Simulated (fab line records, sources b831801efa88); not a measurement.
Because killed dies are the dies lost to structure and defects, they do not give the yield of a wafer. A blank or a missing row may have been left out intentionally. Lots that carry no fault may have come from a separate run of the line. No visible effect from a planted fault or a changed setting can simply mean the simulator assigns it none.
Which tool did it?	flow gf180mcu	Sampling: 14 lots, 42 wafers, 3 of 602 route steps

== WHAT THE GAUGES SHOWED, per wafer ==
GF_VT_IMPLANT_TW_MEAS_21.
lot	measured	on	VT_IMPLANT_2_TW
L513	day 6 06:17	filmMetro-04	1222 1217 1222
L514	day 6 12:36	filmMetro-01	1193 1202 1194
L515	day 6 15:32	filmMetro-04	1107 1216 1092
L516	day 6 23:20	filmMetro-04	1194 1166 1107
L517	day 7 06:55	filmMetro-03	1089 1082 1095
L525	day 9 09:59	filmMetro-04	1237 1227 1226
L526	day 9 17:32	filmMetro-01	1204 1202 1200
L527	day 9 20:20	filmMetro-03	1209 1205 1202
L528	day 10 04:03	filmMetro-04	1223 1214 1214
L531	day 10 22:45	filmMetro-03	1193 1196 1197
L533	day 11 12:32	filmMetro-04	1220 1221 1223
L534	day 11 18:26	filmMetro-03	1197 1195 1202
L535	day 12 01:20	filmMetro-03	1198 1200 1204
L536	day 12 09:56	filmMetro-01	1198 1199 1195

GF_SAB_THK_MEAS_01.
lot	measured	on	SAB_CVD_00_THK (nm)
L513	day 14 05:10	filmMetro-03	48.7 49.3 50.2
L514	day 14 12:31	filmMetro-03	49.8 51.1 50.7
L515	day 14 19:30	filmMetro-03	49.4 50.3 50.4
L516	day 15 07:44	filmMetro-01	50.1 50.1 50.8
L517	day 15 11:23	filmMetro-03	50.1 50.9 51.0
L525	day 18 14:44	filmMetro-01	49.3 49.2 49.7
L526	day 18 23:06	filmMetro-03	49.9 49.3 49.1
L527	day 19 03:52	filmMetro-01	49.9 50.7 50.6
L528	day 19 08:43	filmMetro-02	49.5 49.8 50.1
L531	day 20 13:01	filmMetro-03	48.8 50.2 50.3
L533	day 21 04:13	filmMetro-02	49.9 49.6 51.1
L534	day 21 13:40	filmMetro-03	49.3 50.0 50.5
L535	day 21 21:24	filmMetro-02	49.4 49.2 50.2
L536	day 22 09:38	filmMetro-03	49.6 50.1 50.6

== EACH LOT AND THE TOOL THAT RAN IT (in order: tool; ch and the chambers of the sampled wafers; start) ==
lot	GF_VT_IMPLANT_IMPLANT_19
L513	implanter-04 ch 0, day 6 06:03
L514	implanter-04 ch 0, day 6 12:23
L515	implanter-04 ch 0, day 6 15:17
L516	implanter-04 ch 0, day 6 23:06
L517	implanter-04 ch 0, day 7 06:40
L525	implanter-02 ch 0, day 9 09:44
L526	implanter-04 ch 0, day 9 17:18
L527	implanter-04 ch 0, day 9 20:07
L528	implanter-01 ch 0, day 10 03:50
L531	implanter-04 ch 0, day 10 22:32
L533	implanter-02 ch 0, day 11 12:17
L534	implanter-04 ch 0, day 11 18:13
L535	implanter-04 ch 0, day 12 01:06
L536	implanter-02 ch 0, day 12 09:41
- GF_VT_IMPLANT_IMPLANT_19

== WHAT THE TOOLS THEMSELVES READ (means of the sampled wafers that have a number; where no wafer has one, the mark that the record gives instead) ==
The record holds no such reading with a usual standard deviation.

== THE ANSWER, worked out from the rows above alone ==
Rule: usual is defined by the lots themselves. Put in order of their means at a reading, lots are off if they are a third of the lots or fewer, leave a main group of 4 or more, and stand apart from it by a gap of 3 or more times the standard deviation of the main group's means; of several such gaps the widest counts. Not used: any main group whose means are identical at the precision the tables above print for the reading. Also off: a lot with no number at a reading for which 4 or more lots have one. Where the step has rows for the other lots, those lots are counted as sound. After the gauges, taken in route order, come the tools' own readings; for these a lot's mean is taken, as printed above. The first step at which some lot is off is used, and at that step the reading that is off furthest; a lot without a number counts as furthest.
Off: at GF_VT_IMPLANT_TW_MEAS_21 (VT_IMPLANT_2_TW), L515, L516, L517. For the main group the mean is 1208 and the standard deviation 12.
If a tool, at a process step before that reading, ran all the lots that are off and no sound lot after the first of them, it fits. The gauges at GF_VT_IMPLANT_TW_MEAS_21 are tried like those tools. No candidate that was tried fits.

== WHAT HAD BEEN PUT IN BY THE SIMULATOR ==
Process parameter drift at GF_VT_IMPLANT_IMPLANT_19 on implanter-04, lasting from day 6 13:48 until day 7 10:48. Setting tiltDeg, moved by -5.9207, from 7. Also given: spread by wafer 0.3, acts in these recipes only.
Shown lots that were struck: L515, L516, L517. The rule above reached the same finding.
